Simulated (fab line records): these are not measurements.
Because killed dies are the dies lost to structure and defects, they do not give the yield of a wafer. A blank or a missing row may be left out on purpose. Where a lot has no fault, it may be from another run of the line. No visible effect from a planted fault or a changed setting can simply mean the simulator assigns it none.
Chamber matching    flow gf180mcu    GF_V4_CVD_02 on pecvd-02: 3 sister chambers
The step deposits SiO2 from TEOS, target thk 850 nm, time 94.851 s. 6 wafers are shown with their chamber, then 8 later ones without.

WAFERS PAIRED WITH THEIR CHAMBERS
wafer   chamber  heaterPowerW (W)
L078.5  0        742
L087.4  0        768
L088.2  1        649
L088.4  1        673
L088.5  2        610
L089.1  2        497

WAFERS WHOSE CHAMBER IS MISSING
wafer   heaterPowerW (W)
L089.2  723
L089.3  744
L089.4  556
L089.5  579
L089.6  781
L096.1  734
L096.3  705
L096.5  726

CHAMBER TAKEN BY EACH
wafer   from the rows above      in truth
L089.2  can't be placed: 0 or 1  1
L089.3  can't be placed: 0 or 1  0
L089.4  2                        2
L089.5  can't be placed: 2 or 1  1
L089.6  can't be placed: 0 or 1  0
L096.1  can't be placed: 0 or 1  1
L096.3  can't be placed: 1 or 0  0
L096.5  can't be placed: 0 or 1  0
Correct placement for 1 of the 8. Cannot be placed on the basis of these rows: 7; the candidates contain the true chamber in 7. 0 placed wrongly.
How it was worked out, from the rows above alone: a wafer's distance from a chamber is the root of the sum, over the readings, of the square of ((its reading less the chamber's mean) divided by the reading's scatter). If the next closest chamber is less than 2 further off than the closest, the wafer can't be placed; otherwise it belongs to the closest. The mean given for a chamber averages the wafers shown for that chamber. How the scatter is found: for the shown wafers, subtract from each reading the mean of its chamber, square and add these, divide the total by (wafers less chambers), then take the root.
